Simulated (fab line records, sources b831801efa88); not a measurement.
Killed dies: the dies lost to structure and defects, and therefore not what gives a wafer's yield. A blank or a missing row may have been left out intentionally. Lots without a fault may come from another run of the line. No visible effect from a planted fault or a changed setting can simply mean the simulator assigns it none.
Matching of chambers | flow sky130 | SKY_VIA1_CMP_24 on cmp-02 has 4 sister chambers
The step polishes, stops on SiO2, t overpolish 15 s, target thk 0 nm. 8 wafers are shown with their chamber, then 12 later ones without.

## EACH WAFER AND ITS CHAMBER
wafer  | chamber | motor current A (A) | overpolish run s (s)
L078.2 | 0       | 9.4                 | 15.011
L081.1 | 3       | 10.6                | 14.995
L081.6 | 1       | 12.6                | 14.998
L082.3 | 1       | 12.6                | 15.005
L082.5 | 2       | 10.1                | 14.989
L086.1 | 0       | 9.6                 | 15.003
L086.3 | 3       | 10.1                | 14.993
L086.4 | 2       | 9.9                 | 15.003

## WAFERS WHOSE CHAMBER IS MISSING
wafer  | motor current A (A) | overpolish run s (s)
L088.1 | 10.7                | 15.009
L088.4 | 10.0                | 14.989
L088.6 | 10.7                | 15.003
L090.1 | 10.0                | 14.991
L090.2 | 9.7                 | 14.992
L090.5 | 12.8                | 14.991
L092.2 | 12.3                | 15.007
L092.3 | 10.0                | 14.987
L092.5 | 10.4                | 15.010
L095.1 | 9.5                 | 14.995
L095.3 | 12.5                | 14.988
L095.4 | 10.2                | 14.998

## WHICH CHAMBER EACH WENT THROUGH
wafer  | from the rows above          | in truth
L088.1 | can't be placed: 3 or 2      | 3
L088.4 | can't be placed: 2 or 3      | 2
L088.6 | can't be placed: 3 or 2      | 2
L090.1 | can't be placed: 2 or 3      | 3
L090.2 | can't be placed: 2 or 0 or 3 | 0
L090.5 | 1                            | 1
L092.2 | 1                            | 1
L092.3 | can't be placed: 2 or 3      | 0
L092.5 | can't be placed: 3 or 2 or 0 | 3
L095.1 | can't be placed: 0 or 2      | 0
L095.3 | 1                            | 1
L095.4 | can't be placed: 3 or 2      | 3
Placed correctly: 3 of 12. From these rows, 9 cannot be placed; in 8 the true chamber is one of the candidates. 0 placed wrongly.
How it was worked out, from the rows above alone: a wafer's distance from a chamber is the root of the sum, over the readings, of the square of ((its reading less the chamber's mean) divided by the reading's scatter). If the next closest chamber is less than 2 further off than the closest, the wafer can't be placed; otherwise it belongs to the closest. The mean given for a chamber averages the wafers shown for that chamber. The scatter is the square root of a quotient: the sum, over the shown wafers, of each reading's squared deviation from its chamber's mean, divided by wafers minus chambers.
